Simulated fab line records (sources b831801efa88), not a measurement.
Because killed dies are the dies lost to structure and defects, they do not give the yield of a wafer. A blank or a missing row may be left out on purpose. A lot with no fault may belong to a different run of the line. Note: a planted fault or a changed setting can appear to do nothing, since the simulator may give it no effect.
Matching of chambers + flow sky130 + rie_diel-02 running SKY_SPACER_ETCHBACK_02: 4 sister chambers
The step etches Si3N4 in CH3F/O2, stops on SiO2, time 46.7 s, target depth 45 nm. 4 wafers are shown with their chamber, then 7 later ones without.

## EACH WAFER AND ITS CHAMBER
| wafer  | chamber | throttle_valve_pct (%) |
|--------|---------|------------------------|
| L898.3 | 2       | 10.562                 |
| L899.3 | 3       | 10.555                 |
| L902.3 | 0       | 10.562                 |
| L902.4 | 1       | 10.563                 |

## WAFERS WITHOUT THEIR CHAMBER
| wafer  | throttle_valve_pct (%) |
|--------|------------------------|
| L902.6 | 10.570                 |
| L905.1 | 10.556                 |
| L905.2 | 10.565                 |
| L905.6 | 10.558                 |
| L907.2 | 10.552                 |
| L907.3 | 10.548                 |
| L907.6 | 10.570                 |

## WHICH CHAMBER EACH WENT THROUGH
| wafer  | from the rows above               | in truth |
|--------|-----------------------------------|----------|
| L902.6 | can't be placed: 1 or 0 or 2 or 3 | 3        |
| L905.1 | can't be placed: 3 or 0 or 2 or 1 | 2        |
| L905.2 | can't be placed: 1 or 0 or 2 or 3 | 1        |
| L905.6 | can't be placed: 3 or 0 or 2 or 1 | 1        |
| L907.2 | can't be placed: 3 or 0 or 2 or 1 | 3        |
| L907.3 | can't be placed: 3 or 0 or 2 or 1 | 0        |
| L907.6 | can't be placed: 1 or 0 or 2 or 3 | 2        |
Correctly placed: 0 of 7. Cannot be placed on the basis of these rows: 7; the candidates contain the true chamber in 7. Placed wrongly: 0.
How it was worked out, from the rows above alone: a wafer's distance from a chamber is the root of the sum, over the readings, of the square of ((its reading less the chamber's mean) divided by the reading's scatter). The wafer belongs to the nearest chamber; if the next one is less than 2 further off, it can't be placed. The mean given for a chamber averages the wafers shown for that chamber. The scatter (one wafer shown for each chamber): square how far every hidden wafer sits from the nearest shown wafer, average those squares and take the square root.
